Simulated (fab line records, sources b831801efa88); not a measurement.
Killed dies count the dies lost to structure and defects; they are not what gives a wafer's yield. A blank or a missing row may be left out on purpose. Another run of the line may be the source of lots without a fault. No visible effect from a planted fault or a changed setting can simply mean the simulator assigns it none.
What tool caused it? | flow sky130 | Sampling: 13 lots, 39 wafers, 3 of 708 route steps

## WHAT EACH GAUGE READ, for each wafer
SKY_FIELD_ISO_BOW_MEAS_00. Usual: INCOMING_BOW gives -1 um (standard deviation 6.3).
lot  | measured    | on            | INCOMING_BOW (um) | flag
L759 | day 1 10:02 | film-metro-03 | 4 6 1             |
L760 | day 1 15:04 | film-metro-01 | 1 4 1             |
L762 | day 2 01:02 | film-metro-03 | 0 10 8            |
L765 | day 2 16:01 | film-metro-03 | -6 5 -6           |
L766 | day 2 21:00 | film-metro-01 | -7 5 12           |
L767 | day 3 02:00 | film-metro-01 | -8 -4 8           |
L771 | day 3 22:00 | film-metro-03 | 15 8 7            |
L774 | day 4 13:01 | film-metro-03 | -6 7 -1           |
L778 | day 5 09:00 | film-metro-04 | -6 -5 -3          |
L779 | day 5 14:00 | film-metro-04 | 14 8 0            |
L780 | day 5 19:01 | film-metro-01 | 2 2 4             |
L781 | day 6 00:01 | film-metro-01 | 6 -4 -7           |
L782 | day 6 05:00 | film-metro-03 | -3 3 -8           |

SKY_METAL1_OVL_MEAS_16. Usual: METAL1_OVL gives -2 nm (standard deviation 5.3).
lot  | measured     | on         | METAL1_OVL (nm) | flag
L759 | day 32 11:45 | overlay-02 | -5 2 2          |
L760 | day 33 05:03 | overlay-01 | -2 0 -5         |
L762 | day 33 23:53 | overlay-01 | -2 -8 4         |
L765 | day 34 18:32 | overlay-02 | -15 -6 -9       |
L766 | day 35 02:49 | overlay-02 | -5 -1 5         |
L767 | day 36 00:02 | overlay-02 | -4 -5 1         |
L771 | day 36 18:11 | overlay-02 | 1 -12 -4        |
L774 | day 37 18:35 | overlay-01 | 3 5 1           |
L778 | day 38 18:40 | overlay-02 | -8 -8 -10       |
L779 | day 38 23:47 | overlay-02 | -5 -4 -6        |
L780 | day 39 05:23 | overlay-01 | -1 2 9          |
L781 | day 39 17:05 | overlay-01 | -11 1 -5        |
L782 | day 40 01:17 | overlay-01 | 3 6 -9          |

## EACH LOT AND THE TOOL THAT RAN IT (in order: tool; ch and the chambers of the sampled wafers; start)
lot  | SKY_LDD_HVP_EXPOSE_04
L759 | iline-stepper-02 ch 0, day 20 15:28
L760 | iline-stepper-01 ch 0, day 21 14:17
L762 | iline-stepper-02 ch 0, day 22 09:56
L765 | iline-stepper-01 ch 0, day 23 11:07
L766 | iline-stepper-01 ch 0, day 23 16:50
L767 | iline-stepper-01 ch 0, day 24 06:29
L771 | iline-stepper-01 ch 0, day 25 13:24
L774 | iline-stepper-01 ch 0, day 26 13:29
L778 | iline-stepper-01 ch 0, day 27 20:58
L779 | iline-stepper-01 ch 0, day 28 00:31
L780 | iline-stepper-02 ch 0, day 28 06:37
L781 | iline-stepper-01 ch 0, day 28 19:04
L782 | iline-stepper-01 ch 0, day 29 06:20
- SKY_LDD_HVP_EXPOSE_04: exposes mask HVPTM, target cd 700 nm.

## WHAT THE TOOLS THEMSELVES READ (means of the sampled wafers that have a number; where no wafer has one, the mark that the record gives instead)
The record holds no such reading with a usual standard deviation.

## THE ANSWER, worked out from the rows above alone
Rule: take the mean of a lot's wafers that have a number; if it is more than 3 standard deviations from the usual mean, the lot is off. Also off: a lot with no number at a reading for which 4 or more lots have one. Any other lot the step has rows for is counted as sound. First the gauges in route order, then the tools' own readings, where a lot's mean is used as printed above. At the first step where some lot is off, the reading lying furthest off is the one used; lots without a number count as furthest.
None of the lots is off at any reading shown; this tells nothing.

## WHAT THE SIMULATOR HAD PUT IN
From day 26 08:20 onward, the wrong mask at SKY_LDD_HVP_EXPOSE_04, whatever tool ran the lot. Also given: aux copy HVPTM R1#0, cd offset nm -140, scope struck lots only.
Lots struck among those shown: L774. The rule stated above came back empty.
